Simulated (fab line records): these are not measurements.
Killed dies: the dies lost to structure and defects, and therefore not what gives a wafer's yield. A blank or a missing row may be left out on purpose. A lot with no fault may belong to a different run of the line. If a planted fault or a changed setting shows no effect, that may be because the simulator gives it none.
Matching of chambers + flow sky130 + 3 sister chambers for SKY_PASSIVATION_CVD_00 on pecvd-02
The step deposits SiO2, target thk 90 nm. 6 wafers are shown with their chamber, then 7 later ones without.

== WAFERS PAIRED WITH THEIR CHAMBERS ==
| wafer  | chamber | heaterPowerW (W) |
|--------|---------|------------------|
| L824.5 | 1       | 516              |
| L825.1 | 2       | 683              |
| L825.4 | 2       | 704              |
| L825.5 | 0       | 809              |
| L829.2 | 0       | 772              |
| L829.3 | 1       | 573              |

== WAFERS WITHOUT THEIR CHAMBER ==
| wafer  | heaterPowerW (W) |
|--------|------------------|
| L829.4 | 776              |
| L835.2 | 792              |
| L835.5 | 849              |
| L835.6 | 601              |
| L837.1 | 747              |
| L837.2 | 788              |
| L837.6 | 601              |

== WHICH CHAMBER EACH ONE RAN IN ==
| wafer  | from the rows above     | in truth                   |
|--------|-------------------------|----------------------------|
| L829.4 | 0                       | 0                          |
| L835.2 | 0                       | 0                          |
| L835.5 | 0                       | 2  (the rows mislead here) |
| L835.6 | can't be placed: 1 or 2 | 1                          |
| L837.1 | can't be placed: 0 or 2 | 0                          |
| L837.2 | 0                       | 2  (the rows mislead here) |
| L837.6 | can't be placed: 1 or 2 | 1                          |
Correctly placed: 2 of 7. Not placeable from these rows: 3 (in 3, the candidates include the true chamber). Wrongly placed: 2.
How it was worked out, from the rows above alone: a wafer's distance from a chamber is the root of the sum, over the readings, of the square of ((its reading less the chamber's mean) divided by the reading's scatter). If the next closest chamber is less than 2 further off than the closest, the wafer can't be placed; otherwise it belongs to the closest. A chamber's mean is the mean of its shown wafers. How the scatter is found: for the shown wafers, subtract from each reading the mean of its chamber, square and add these, divide the total by (wafers less chambers), then take the root.
